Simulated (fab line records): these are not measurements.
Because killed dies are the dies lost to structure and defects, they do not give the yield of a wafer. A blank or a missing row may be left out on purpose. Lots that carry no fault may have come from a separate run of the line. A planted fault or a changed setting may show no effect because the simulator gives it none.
Which of the tools did it?    flow gf180mcu    12 lots with 36 wafers sampled at 5 steps, on a route of 602 steps

== WHAT EACH GAUGE READ, for each wafer ==
GF_M2_OVL_MEAS_15. Usual: M2_OVL gives 3 nm (standard deviation 5.5).
lot   measured      on          M2_OVL (nm)  flag
L346  day 19 01:10  overlay-02  -4 -6 -6     
L348  day 19 22:08  overlay-01  18 15 13     
L351  day 21 03:02  overlay-02  3 3 6        
L353  day 21 22:52  overlay-01  4 3 2        
L354  day 22 08:50  overlay-02  -9 -3 -2     
L355  day 22 21:23  overlay-01  6 -11 6      
L358  day 23 16:07  overlay-02  7 8 5        
L359  day 24 00:34  overlay-02  9 4 -3       
L360  day 24 02:49  overlay-02  -1 -3 -4     
L361  day 24 21:49  overlay-01  3 2 4        
L368  day 26 20:25  overlay-02  8 4 6        
L369  day 26 22:43  overlay-02  6 1 5        

GF_V3_THK_MEAS_03. Usual: V3_CVD_02_THK gives 850 nm (standard deviation 10).
lot   measured      on             V3_CVD_02_THK (nm)  flag
L346  day 21 05:34  film metro-02  843 850 853         
L348  day 22 01:47  film metro-04  851 869 860         
L351  day 23 05:40  film metro-02  826 859 848         
L353  day 24 01:10  film metro-04  843 848 855         
L354  day 24 10:10  film metro-03  833 833 836         
L355  day 24 23:12  film metro-02  846 865 861         
L358  day 25 16:24  film metro-03  837 839 860         
L359  day 26 00:03  film metro-03  851 854 1203        OFF
L360  day 26 02:16  film metro-04  1204 853 1220       OFF
L361  day 26 18:52  film metro-02  854 861 867         
L368  day 28 15:59  film metro-03  845 860 856         
L369  day 28 18:24  film metro-04  844 839 835         

GF_V3_BOW_MEAS_05. Usual: V3_BOW gives 113 um (standard deviation 7.6).
lot   measured      on             V3_BOW (um)  flag
L346  day 21 05:56  film metro-02  130 113 116  
L348  day 22 02:10  film metro-02  106 115 108  
L351  day 23 06:02  film metro-02  101 105 116  
L353  day 24 01:32  film metro-03  102 107 110  
L354  day 24 10:32  film metro-04  121 113 119  
L355  day 24 23:49  film metro-03  118 118 120  
L358  day 25 16:47  film metro-02  119 109 120  
L359  day 26 00:25  film metro-03  116 128 123  
L360  day 26 02:38  film metro-04  110 107 118  
L361  day 26 19:15  film metro-03  112 106 124  
L368  day 28 16:22  film metro-02  100 112 100  
L369  day 28 18:47  film metro-02  116 130 110  

== EACH LOT AND THE TOOL THAT RAN IT (in order: tool; ch and the chambers of the sampled wafers; start) ==
lot   GF_V3_CVD_02                     GF_V3_CMP_04
L346  pecvd-02 ch 0,1,2, day 21 05:29  cmp-02 ch 0,1,2, day 21 05:43
L348  pecvd-04 ch 0,1,2, day 22 01:41  cmp-01 ch 0,1, day 22 01:49
L351  pecvd-01 ch 0,1, day 23 05:34    cmp-01 ch 1,2, day 23 05:42
L353  pecvd-01 ch 1, day 24 01:04      cmp-02 ch 0,1,2, day 24 01:17
L354  pecvd-02 ch 0,1,2, day 24 10:06  cmp-01 ch 1,2,3, day 24 10:20
L355  pecvd-04 ch 0,1,2, day 24 23:07  cmp-01 ch 0,1,2, day 24 23:32
L358  pecvd-02 ch 0,2, day 25 16:19    cmp-01 ch 1,2,3, day 25 16:26
L359  pecvd-04 ch 0,1,2, day 25 23:59  cmp-01 ch 0,1,3, day 26 00:07
L360  pecvd-04 ch 0,2, day 26 02:12    cmp-02 ch 0,1,2, day 26 02:20
L361  pecvd-02 ch 0,1,2, day 26 18:47  cmp-02 ch 1,2, day 26 18:53
L368  pecvd-01 ch 1,2, day 28 15:55    cmp-01 ch 2,3, day 28 16:02
L369  pecvd-01 ch 0,1,2, day 28 18:20  cmp-02 ch 1,2, day 28 18:26
- GF_V3_CVD_02: deposits SiO2 from TEOS, target thk 850 nm, time 94.851 s.
- GF_V3_CMP_04: polishes SiO2.

== AS READ BY THE TOOLS THEMSELVES (means over the sampled wafers that have a number; for cases with no such wafer, the mark the record gives instead) ==
GF_V3_CVD_02. Usual: heater power w at 718 W, with a standard deviation of 120.
lot   tool      heater power w (W)  flag
L346  pecvd-02  754                 
L348  pecvd-04  627                 
L351  pecvd-01  816                 
L353  pecvd-01  685                 
L354  pecvd-02  661                 
L355  pecvd-04  724                 
L358  pecvd-02  699                 
L359  pecvd-04  609                 
L360  pecvd-04  686                 
L361  pecvd-02  764                 
L368  pecvd-01  702                 
L369  pecvd-01  735                 

GF_V3_CMP_04. Usual: motor current A 11.9 A, standard deviation 1.1; slurry flow ml min 150.0, standard deviation 0.46; time to endpoint s 78 s, standard deviation 4.9.
lot   tool    motor current A (A)  slurry flow ml min  time to endpoint s (s)  flag
L346  cmp-02  12.8                 150.1               80                      
L348  cmp-01  11.9                 149.9               84                      
L351  cmp-01  12.1                 149.9               79                      
L353  cmp-02  12.5                 150.3               75                      
L354  cmp-01  11.8                 150.0               73                      
L355  cmp-01  11.4                 149.6               78                      
L358  cmp-01  11.6                 150.1               78                      
L359  cmp-01  11.3                 150.0               125                     OFF
L360  cmp-02  13.1                 150.4               165                     OFF
L361  cmp-02  12.9                 150.0               81                      
L368  cmp-01  11.6                 149.7               86                      
L369  cmp-02  13.2                 150.1               74                      

== THE ANSWER, worked out from the rows above alone ==
Rule: take the mean of a lot's wafers that have a number; if it is more than 3 standard deviations from the usual mean, the lot is off. Also off: a lot with no number at a reading for which 4 or more lots have one. All remaining lots with rows at the step are treated as sound. Order of review: gauges by route order, followed by the tools' own readings, for which a lot's mean as printed above is used. At the first step where some lot is off, the reading lying furthest off is the one used; lots without a number count as furthest.
Off: L359, L360, seen at GF_V3_THK_MEAS_03 (V3_CVD_02_THK).
If a tool, at a process step before that reading, ran all the lots that are off and no sound lot after the first of them, it fits. Not tried: the gauges at GF_V3_THK_MEAS_03; whatever is off there is also off at GF_V3_CMP_04, on other tools, and gauge error can't account for it. One fits: pecvd-04 at GF_V3_CVD_02. A fault onset in the window from L355 (day 24 23:07, its last sound lot) to L359 (day 25 23:59, its first lot off) fits.

== WHAT HAD BEEN PUT IN BY THE SIMULATOR ==
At GF_V3_CVD_02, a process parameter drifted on pecvd-04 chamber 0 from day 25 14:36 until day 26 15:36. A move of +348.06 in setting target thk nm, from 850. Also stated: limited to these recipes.
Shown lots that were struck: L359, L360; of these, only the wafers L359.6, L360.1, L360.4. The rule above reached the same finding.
